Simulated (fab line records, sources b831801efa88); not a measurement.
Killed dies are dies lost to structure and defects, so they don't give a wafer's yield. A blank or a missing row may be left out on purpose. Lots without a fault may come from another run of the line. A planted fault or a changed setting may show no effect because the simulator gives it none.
Which tool did it? | flow gf180mcu | 6 lots, 16 wafers sampled, at 1 step of a route of 602

WHAT THE GAUGES READ, wafer by wafer
GF_VT_IMPLANT_TW_MEAS_10.
lot  | measured     | on            | VT_IMPLANT_TW
L436 | day 5 22:47  | film_metro-04 | 559.8 562.3 561.7
L444 | day 7 23:04  | film_metro-02 | 558.0 559.3
L447 | day 8 17:24  | film_metro-02 | 557.4 554.3
L452 | day 10 00:58 | film_metro-03 | 557.5 558.0 561.6
L455 | day 10 22:04 | film_metro-02 | 558.5 557.6 555.9
L458 | day 11 15:03 | film_metro-02 | 556.6 555.9 555.0

WHICH TOOL RAN EACH LOT (tool, then ch and the chambers of the sampled wafers, then the start)
The record holds no process step before these readings.

THE ANSWER, worked out from the rows above alone
Rule: what is usual is taken from the lots themselves. Put in order of their means at a reading, lots are off if they are a third of the lots or fewer, leave a main group of 4 or more, and stand apart from it by a gap of 3 or more times the standard deviation of the main group's means; of several such gaps the widest counts. A main group whose means are all the same, to the digits that the tables above print for the reading, isn't used. A lot without any number at a reading at which 4 lots or more have one is off too. The other lots that the step has rows for count as sound.
No lot is off at any reading shown: from this, nothing can be told.

WHAT THE SIMULATOR HAD PUT IN
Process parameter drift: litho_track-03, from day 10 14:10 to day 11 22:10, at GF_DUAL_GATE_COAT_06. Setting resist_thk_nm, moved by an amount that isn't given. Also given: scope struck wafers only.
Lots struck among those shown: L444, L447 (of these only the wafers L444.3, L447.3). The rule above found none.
